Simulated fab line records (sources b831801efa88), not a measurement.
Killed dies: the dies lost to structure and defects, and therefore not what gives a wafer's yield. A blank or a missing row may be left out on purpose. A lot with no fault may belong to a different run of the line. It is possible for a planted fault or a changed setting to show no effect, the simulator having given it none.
Which tool did it?	flow gf180mcu	Sampling: 14 lots, 42 wafers, 5 of 602 route steps

## WHAT THE GAUGES SHOWED, per wafer
GF_V5_THK_MEAS_01. Usual: V5_CVD_00_THK 302 nm, standard deviation 3.5.
lot	measured	on	V5_CVD_00_THK (nm)	flag
L933	day 26 19:05	film_metro-04	301 306 307	
L934	day 27 07:27	film_metro-03	302 303 306	
L935	day 27 14:59	film_metro-02	307 308 304	
L936	day 27 23:52	film_metro-04	304 305 305	
L937	day 28 01:40	film_metro-03	304 302 303	
L938	day 28 09:53	film_metro-04	305 307 306	
L940	day 29 03:06	film_metro-03	304 301 304	
L944	day 30 07:03	film_metro-03	308 308 307	
L946	day 30 23:35	film_metro-03	301 302 300	
L947	day 31 02:11	film_metro-04	305 298 305	
L948	day 31 11:56	film_metro-03	304 302 303	
L952	day 32 11:37	film_metro-03	301 298 298	
L953	day 32 20:56	film_metro-02	300 304 304	
L954	day 32 22:13	film_metro-04	303 300 297	

GF_TOP_METAL_CD_MEAS_14: the cd target is 440 nm. Usual: cd_nm at 440.2 nm, with a standard deviation of 2.6.
lot	measured	on	cd_nm (nm)	flag
L933	day 28 13:02	cd_sem-01	438.4 437.4 435.8	
L934	day 29 02:18	cd_sem-02	444.0 444.1 445.3	
L935	day 29 07:55	cd_sem-02	441.5 441.3 440.6	
L936	day 29 16:38	cd_sem-02	442.1 441.5 440.8	
L937	day 29 17:58	cd_sem-02	424.1 416.5 427.3	OFF
L938	day 30 02:43	cd_sem-02	441.7 444.4 442.4	
L940	day 30 19:02	cd_sem-01	429.6 406.4 427.6	OFF
L944	day 31 19:28	cd_sem-02	438.9 436.9 440.9	
L946	day 32 12:43	cd_sem-01	439.7 434.9 436.8	
L947	day 32 13:02	cd_sem-01	437.8 438.2 438.8	
L948	day 32 23:01	cd_sem-01	433.9 437.2 435.5	
L952	day 33 21:09	cd_sem-01	440.2 436.8 437.0	
L953	day 34 05:46	cd_sem-01	443.4 439.7 441.3	
L954	day 34 07:05	cd_sem-01	440.6 445.2 442.7	

## EACH LOT AND THE TOOL THAT RAN IT (in order: tool; ch and the chambers of the sampled wafers; start)
lot	GF_MIM_STRIP_20	GF_V5_CVD_23	GF_TOP_METAL_EXPOSE_11
L933	plasma_asher-04 ch 0,1, day 25 21:26	cvd_w-01 ch 0,1, day 27 16:56	iline_stepper-02 ch 0, day 28 02:55
L934	plasma_asher-01 ch 1, day 26 09:47	cvd_w-02 ch 0,1, day 28 06:32	iline_stepper-01 ch 0, day 28 16:46
L935	plasma_asher-04 ch 1, day 26 17:17	cvd_w-02 ch 0,1, day 28 11:49	iline_stepper-01 ch 0, day 28 22:22
L936	plasma_asher-04 ch 0,1, day 27 02:23	cvd_w-01 ch 0,1, day 28 20:51	iline_stepper-02 ch 0, day 29 07:14
L937	plasma_asher-04 ch 0,1, day 27 05:05	cvd_w-01 ch 0,1, day 28 22:16	iline_stepper-01 ch 0, day 29 08:54
L938	plasma_asher-02 ch 0,1, day 27 13:08	cvd_w-02 ch 0,1, day 29 07:03	iline_stepper-02 ch 0, day 29 17:39
L940	plasma_asher-02 ch 0,1, day 28 06:55	cvd_w-01 ch 0,1, day 29 23:46	iline_stepper-01 ch 0, day 30 10:34
L944	plasma_asher-04 ch 0,1, day 29 11:19	cvd_w-01 ch 0, day 31 01:39	iline_stepper-02 ch 0, day 31 11:11
L946	plasma_asher-02 ch 0,1, day 30 04:23	cvd_w-02 ch 0,1, day 31 18:45	iline_stepper-02 ch 0, day 32 04:21
L947	plasma_asher-04 ch 0,1, day 30 07:38	cvd_w-01 ch 0, day 31 20:39	iline_stepper-02 ch 0, day 32 05:26
L948	plasma_asher-02 ch 0,1, day 30 16:50	cvd_w-01 ch 0,1, day 32 06:13	iline_stepper-01 ch 0, day 32 15:18
L952	plasma_asher-02 ch 0,1, day 31 17:56	cvd_w-02 ch 0,1, day 33 04:35	iline_stepper-02 ch 0, day 33 13:39
L953	plasma_asher-02 ch 0,1, day 32 03:41	cvd_w-02 ch 1, day 33 14:07	iline_stepper-01 ch 0, day 33 22:35
L954	plasma_asher-01 ch 0,1, day 32 04:53	cvd_w-02 ch 0,1, day 33 15:40	iline_stepper-01 ch 0, day 33 23:55
- GF_MIM_STRIP_20: strips in O2/N2.
- GF_V5_CVD_23: deposits W, target thk 350 nm, time 104.9 s.
- GF_TOP_METAL_EXPOSE_11: exposes mask MetalTop, target cd 440 nm.

## AS READ BY THE TOOLS THEMSELVES (means over the sampled wafers that have a number; for cases with no such wafer, the mark the record gives instead)
GF_MIM_STRIP_20. Usual: drypump_motor_current_A 5.74 A, standard deviation 0.23; heater_power_w 310 W, standard deviation 32; oes_product_au 0.693 a.u., standard deviation 0.0048; strip_time_to_endpoint_s 11.25 s, standard deviation 0.039.
lot	tool	drypump_motor_current_A (A)	heater_power_w (W)	oes_product_au (a.u.)	strip_time_to_endpoint_s (s)	flag
L933	plasma_asher-04	6.06	269	0.696	11.29	
L934	plasma_asher-01	5.54	357	0.694	11.28	
L935	plasma_asher-04	5.73	322	0.691	11.22	
L936	plasma_asher-04	5.86	297	0.690	11.23	
L937	plasma_asher-04	6.07	271	0.689	11.23	
L938	plasma_asher-02	5.61	316	0.693	11.27	
L940	plasma_asher-02	5.62	311	0.690	11.26	
L944	plasma_asher-04	5.88	294	0.689	11.24	
L946	plasma_asher-02	5.60	304	0.698	11.29	
L947	plasma_asher-04	5.91	297	0.694	11.22	
L948	plasma_asher-02	5.60	315	0.699	11.29	
L952	plasma_asher-02	5.61	317	0.689	11.28	
L953	plasma_asher-02	5.61	315	0.692	11.25	
L954	plasma_asher-01	5.78	335	0.698	11.27	

GF_V5_CVD_23. Usual: heater_power_w at 785 W, with a standard deviation of 93.
lot	tool	heater_power_w (W)	flag
L933	cvd_w-01	840	
L934	cvd_w-02	710	
L935	cvd_w-02	757	
L936	cvd_w-01	868	
L937	cvd_w-01	870	
L938	cvd_w-02	709	
L940	cvd_w-01	838	
L944	cvd_w-01	905	
L946	cvd_w-02	755	
L947	cvd_w-01	907	
L948	cvd_w-01	836	
L952	cvd_w-02	762	
L953	cvd_w-02	663	
L954	cvd_w-02	731	

## THE ANSWER, worked out from the rows above alone
Rule: a lot counts as off when the mean over its wafers that have a number is more than 3 standard deviations away from the usual mean. Also off: a lot with no number at a reading for which 4 or more lots have one. All remaining lots with rows at the step are treated as sound. The gauges are gone through in route order, then the tools' own readings, and for those a lot's mean is taken as printed above. The first step at which some lot is off is used, and at that step the reading that is off furthest; a lot without a number counts as furthest.
Off, at GF_TOP_METAL_CD_MEAS_14 on cd_nm: L937, L940.
If a tool, at a process step before that reading, ran all the lots that are off and no sound lot after the first of them, it fits. Those tools and the gauges at GF_TOP_METAL_CD_MEAS_14 are tried in the same way. Not one of the candidates tried fits.

## WHAT THE SIMULATOR HAD INSERTED
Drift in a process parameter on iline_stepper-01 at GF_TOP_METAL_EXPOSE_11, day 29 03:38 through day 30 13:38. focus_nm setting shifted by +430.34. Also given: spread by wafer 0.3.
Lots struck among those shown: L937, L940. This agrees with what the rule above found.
